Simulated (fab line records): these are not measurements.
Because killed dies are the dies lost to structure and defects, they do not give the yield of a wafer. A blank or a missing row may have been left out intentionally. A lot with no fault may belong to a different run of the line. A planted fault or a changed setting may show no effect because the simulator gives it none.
Which tool was responsible? / flow sky130 / Sampling: 13 lots, 39 wafers, 4 of 708 route steps

== WHAT THE GAUGES READ, wafer by wafer ==
SKY_PWDE_OVL_MEAS_07. Usual: for PWDE_OVL the level is -0.1 nm and the standard deviation is 1.2.
lot=L268; measured=day 4 01:04; on=overlay-01; PWDE_OVL (nm)=1.3 0.8 0.7; flag=
lot=L271; measured=day 4 15:14; on=overlay-01; PWDE_OVL (nm)=-0.6 0.8 0.2; flag=
lot=L273; measured=day 5 08:08; on=overlay-01; PWDE_OVL (nm)=-0.7 -0.2 -0.4; flag=
lot=L275; measured=day 5 17:48; on=overlay-02; PWDE_OVL (nm)=-0.6 -1.9 -1.1; flag=
lot=L276; measured=day 5 22:43; on=overlay-02; PWDE_OVL (nm)=-0.7 1.2 -1.4; flag=
lot=L277; measured=day 6 03:35; on=overlay-02; PWDE_OVL (nm)=-0.8 -1.1 -2.7; flag=
lot=L280; measured=day 6 20:49; on=overlay-01; PWDE_OVL (nm)=-1.3 -0.8 -2.7; flag=
lot=L282; measured=day 7 10:13; on=overlay-02; PWDE_OVL (nm)=-1.2 -2.3 1.0; flag=
lot=L283; measured=day 7 11:53; on=overlay-01; PWDE_OVL (nm)=-1.0 0.2 -1.4; flag=
lot=L285; measured=day 8 01:26; on=overlay-01; PWDE_OVL (nm)=0.5 -0.9 -0.8; flag=
lot=L286; measured=day 8 04:28; on=overlay-01; PWDE_OVL (nm)=1.3 1.1 2.4; flag=
lot=L288; measured=day 8 20:20; on=overlay-01; PWDE_OVL (nm)=1.8 -0.1 -0.3; flag=
lot=L289; measured=day 9 06:10; on=overlay-01; PWDE_OVL (nm)=-1.7 1.3 1.7; flag=

SKY_VT_ADJUST_HVTR_CD_MEAS_07: the cd target is 380 nm. Usual: cdNm at 379.9 nm, with a standard deviation of 2.6.
lot=L268; measured=day 9 15:13; on=cdSem-02; cdNm (nm)=381.1 381.1 381.8; flag=
lot=L271; measured=day 10 11:22; on=cdSem-01; cdNm (nm)=380.8 380.8 379.0; flag=
lot=L273; measured=day 11 10:35; on=cdSem-01; cdNm (nm)=381.0 379.3 379.3; flag=
lot=L275; measured=day 12 01:19; on=cdSem-01; cdNm (nm)=379.2 379.6 376.4; flag=
lot=L276; measured=day 12 05:43; on=cdSem-02; cdNm (nm)=377.1 378.5 379.0; flag=
lot=L277; measured=day 12 13:02; on=cdSem-01; cdNm (nm)=381.9 381.3 381.3; flag=
lot=L280; measured=day 13 10:17; on=cdSem-02; cdNm (nm)=375.3 376.3 378.0; flag=
lot=L282; measured=day 14 02:44; on=cdSem-01; cdNm (nm)=382.2 382.5 382.2; flag=
lot=L283; measured=day 14 05:46; on=cdSem-02; cdNm (nm)=378.7 376.3 374.3; flag=
lot=L285; measured=day 14 22:31; on=cdSem-02; cdNm (nm)=378.9 377.0 375.7; flag=
lot=L286; measured=day 15 03:13; on=cdSem-02; cdNm (nm)=385.2 383.1 384.0; flag=
lot=L288; measured=day 15 22:39; on=cdSem-01; cdNm (nm)=378.7 378.0 381.3; flag=
lot=L289; measured=day 16 11:16; on=cdSem-01; cdNm (nm)=380.8 381.6 380.1; flag=

== EACH LOT AND THE TOOL THAT RAN IT (in order: tool; ch and the chambers of the sampled wafers; start) ==
lot=L268; SKY_VT_ADJUST_LVTN_SOFTBAKE_14=lithoTrack-04 ch 0, day 7 11:40; SKY_VT_ADJUST_NCORE_STRIP_10=plasmaAsher-01 ch 0,1, day 8 18:11
lot=L271; SKY_VT_ADJUST_LVTN_SOFTBAKE_14=lithoTrack-01 ch 0, day 8 04:08; SKY_VT_ADJUST_NCORE_STRIP_10=plasmaAsher-01 ch 0,1, day 9 12:42
lot=L273; SKY_VT_ADJUST_LVTN_SOFTBAKE_14=lithoTrack-01 ch 0, day 9 01:11; SKY_VT_ADJUST_NCORE_STRIP_10=plasmaAsher-03 ch 0,1, day 10 10:52
lot=L275; SKY_VT_ADJUST_LVTN_SOFTBAKE_14=lithoTrack-01 ch 0, day 9 13:52; SKY_VT_ADJUST_NCORE_STRIP_10=plasmaAsher-04 ch 0,1, day 11 01:26
lot=L276; SKY_VT_ADJUST_LVTN_SOFTBAKE_14=lithoTrack-01 ch 0, day 9 19:25; SKY_VT_ADJUST_NCORE_STRIP_10=plasmaAsher-03 ch 0,1, day 11 05:31
lot=L277; SKY_VT_ADJUST_LVTN_SOFTBAKE_14=lithoTrack-01 ch 0, day 10 01:56; SKY_VT_ADJUST_NCORE_STRIP_10=plasmaAsher-03 ch 0,1, day 11 13:14
lot=L280; SKY_VT_ADJUST_LVTN_SOFTBAKE_14=lithoTrack-03 ch 0, day 10 21:10; SKY_VT_ADJUST_NCORE_STRIP_10=plasmaAsher-04 ch 0,1, day 12 09:56
lot=L282; SKY_VT_ADJUST_LVTN_SOFTBAKE_14=lithoTrack-04 ch 0, day 11 13:59; SKY_VT_ADJUST_NCORE_STRIP_10=plasmaAsher-03 ch 0,1, day 13 02:50
lot=L283; SKY_VT_ADJUST_LVTN_SOFTBAKE_14=lithoTrack-03 ch 0, day 11 16:08; SKY_VT_ADJUST_NCORE_STRIP_10=plasmaAsher-03 ch 0,1, day 13 05:37
lot=L285; SKY_VT_ADJUST_LVTN_SOFTBAKE_14=lithoTrack-04 ch 0, day 12 07:52; SKY_VT_ADJUST_NCORE_STRIP_10=plasmaAsher-01 ch 0,1, day 13 22:10
lot=L286; SKY_VT_ADJUST_LVTN_SOFTBAKE_14=lithoTrack-04 ch 0, day 12 13:52; SKY_VT_ADJUST_NCORE_STRIP_10=plasmaAsher-04 ch 0,1, day 14 02:25
lot=L288; SKY_VT_ADJUST_LVTN_SOFTBAKE_14=lithoTrack-04 ch 0, day 13 07:22; SKY_VT_ADJUST_NCORE_STRIP_10=plasmaAsher-04 ch 0,1, day 14 21:51
lot=L289; SKY_VT_ADJUST_LVTN_SOFTBAKE_14=lithoTrack-01 ch 0, day 13 18:58; SKY_VT_ADJUST_NCORE_STRIP_10=plasmaAsher-03 ch 0,1, day 15 09:19
- SKY_VT_ADJUST_LVTN_SOFTBAKE_14: time 60 s.
- SKY_VT_ADJUST_NCORE_STRIP_10: strips in O2/N2.

== WHAT THE TOOLS THEMSELVES READ (means of the sampled wafers that have a number; where no wafer has one, the mark that the record gives instead) ==
SKY_VT_ADJUST_LVTN_SOFTBAKE_14. Usual: heaterPowerTotalW 56.59 W, standard deviation 0.045; resistLineTempC 23.02 C, standard deviation 0.11; runLengthS 89.23 s, standard deviation 0.24.
lot=L268; tool=lithoTrack-04; heaterPowerTotalW (W)=56.60; resistLineTempC (C)=22.98; runLengthS (s)=88.88; flag=
lot=L271; tool=lithoTrack-01; heaterPowerTotalW (W)=56.59; resistLineTempC (C)=23.02; runLengthS (s)=89.20; flag=
lot=L273; tool=lithoTrack-01; heaterPowerTotalW (W)=56.60; resistLineTempC (C)=22.93; runLengthS (s)=89.40; flag=
lot=L275; tool=lithoTrack-01; heaterPowerTotalW (W)=57.50; resistLineTempC (C)=23.11; runLengthS (s)=86.47; flag=OFF
lot=L276; tool=lithoTrack-01; heaterPowerTotalW (W)=57.58; resistLineTempC (C)=23.05; runLengthS (s)=86.37; flag=OFF
lot=L277; tool=lithoTrack-01; heaterPowerTotalW (W)=57.61; resistLineTempC (C)=23.07; runLengthS (s)=86.40; flag=OFF
lot=L280; tool=lithoTrack-03; heaterPowerTotalW (W)=56.61; resistLineTempC (C)=22.92; runLengthS (s)=89.42; flag=
lot=L282; tool=lithoTrack-04; heaterPowerTotalW (W)=56.59; resistLineTempC (C)=22.91; runLengthS (s)=88.88; flag=
lot=L283; tool=lithoTrack-03; heaterPowerTotalW (W)=56.61; resistLineTempC (C)=22.99; runLengthS (s)=89.44; flag=
lot=L285; tool=lithoTrack-04; heaterPowerTotalW (W)=56.65; resistLineTempC (C)=22.92; runLengthS (s)=88.91; flag=
lot=L286; tool=lithoTrack-04; heaterPowerTotalW (W)=56.59; resistLineTempC (C)=23.01; runLengthS (s)=89.01; flag=
lot=L288; tool=lithoTrack-04; heaterPowerTotalW (W)=56.60; resistLineTempC (C)=23.12; runLengthS (s)=88.92; flag=
lot=L289; tool=lithoTrack-01; heaterPowerTotalW (W)=56.58; resistLineTempC (C)=23.04; runLengthS (s)=89.48; flag=

SKY_VT_ADJUST_NCORE_STRIP_10. Usual: drypumpMotorCurrentA 5.9 A, standard deviation 0.49; oesProductAu 0.716 a.u., standard deviation 0.0044; stripTimeToEndpointS 14.18 s, standard deviation 0.039.
lot=L268; tool=plasmaAsher-01; drypumpMotorCurrentA (A)=5.6; oesProductAu (a.u.)=0.715; stripTimeToEndpointS (s)=14.20; flag=
lot=L271; tool=plasmaAsher-01; drypumpMotorCurrentA (A)=5.9; oesProductAu (a.u.)=0.716; stripTimeToEndpointS (s)=14.16; flag=
lot=L273; tool=plasmaAsher-03; drypumpMotorCurrentA (A)=5.9; oesProductAu (a.u.)=0.717; stripTimeToEndpointS (s)=14.18; flag=
lot=L275; tool=plasmaAsher-04; drypumpMotorCurrentA (A)=6.2; oesProductAu (a.u.)=0.716; stripTimeToEndpointS (s)=14.21; flag=
lot=L276; tool=plasmaAsher-03; drypumpMotorCurrentA (A)=6.1; oesProductAu (a.u.)=0.716; stripTimeToEndpointS (s)=14.20; flag=
lot=L277; tool=plasmaAsher-03; drypumpMotorCurrentA (A)=6.1; oesProductAu (a.u.)=0.718; stripTimeToEndpointS (s)=14.16; flag=
lot=L280; tool=plasmaAsher-04; drypumpMotorCurrentA (A)=5.7; oesProductAu (a.u.)=0.713; stripTimeToEndpointS (s)=14.15; flag=
lot=L282; tool=plasmaAsher-03; drypumpMotorCurrentA (A)=6.1; oesProductAu (a.u.)=0.717; stripTimeToEndpointS (s)=14.19; flag=
lot=L283; tool=plasmaAsher-03; drypumpMotorCurrentA (A)=6.1; oesProductAu (a.u.)=0.716; stripTimeToEndpointS (s)=14.19; flag=
lot=L285; tool=plasmaAsher-01; drypumpMotorCurrentA (A)=5.6; oesProductAu (a.u.)=0.716; stripTimeToEndpointS (s)=14.16; flag=
lot=L286; tool=plasmaAsher-04; drypumpMotorCurrentA (A)=5.8; oesProductAu (a.u.)=0.721; stripTimeToEndpointS (s)=14.13; flag=
lot=L288; tool=plasmaAsher-04; drypumpMotorCurrentA (A)=6.2; oesProductAu (a.u.)=0.714; stripTimeToEndpointS (s)=14.22; flag=
lot=L289; tool=plasmaAsher-03; drypumpMotorCurrentA (A)=6.1; oesProductAu (a.u.)=0.720; stripTimeToEndpointS (s)=14.25; flag=

== THE ANSWER, worked out from the rows above alone ==
Rule: lot off if the mean of its wafers having a number is beyond 3 standard deviations from the usual mean. Also off: a lot with no number at a reading for which 4 or more lots have one. All remaining lots with rows at the step are treated as sound. Order of review: gauges by route order, followed by the tools' own readings, for which a lot's mean as printed above is used. At the first step where some lot is off, the reading lying furthest off is the one used; lots without a number count as furthest.
Off at SKY_VT_ADJUST_LVTN_SOFTBAKE_14 (heaterPowerTotalW): L275, L276, L277.
A tool fits if, at that step or a process step before it, it ran every lot that is off, and no sound lot after the first of them. Of those tried, none fits.

== WHAT THE SIMULATOR HAD INSERTED ==
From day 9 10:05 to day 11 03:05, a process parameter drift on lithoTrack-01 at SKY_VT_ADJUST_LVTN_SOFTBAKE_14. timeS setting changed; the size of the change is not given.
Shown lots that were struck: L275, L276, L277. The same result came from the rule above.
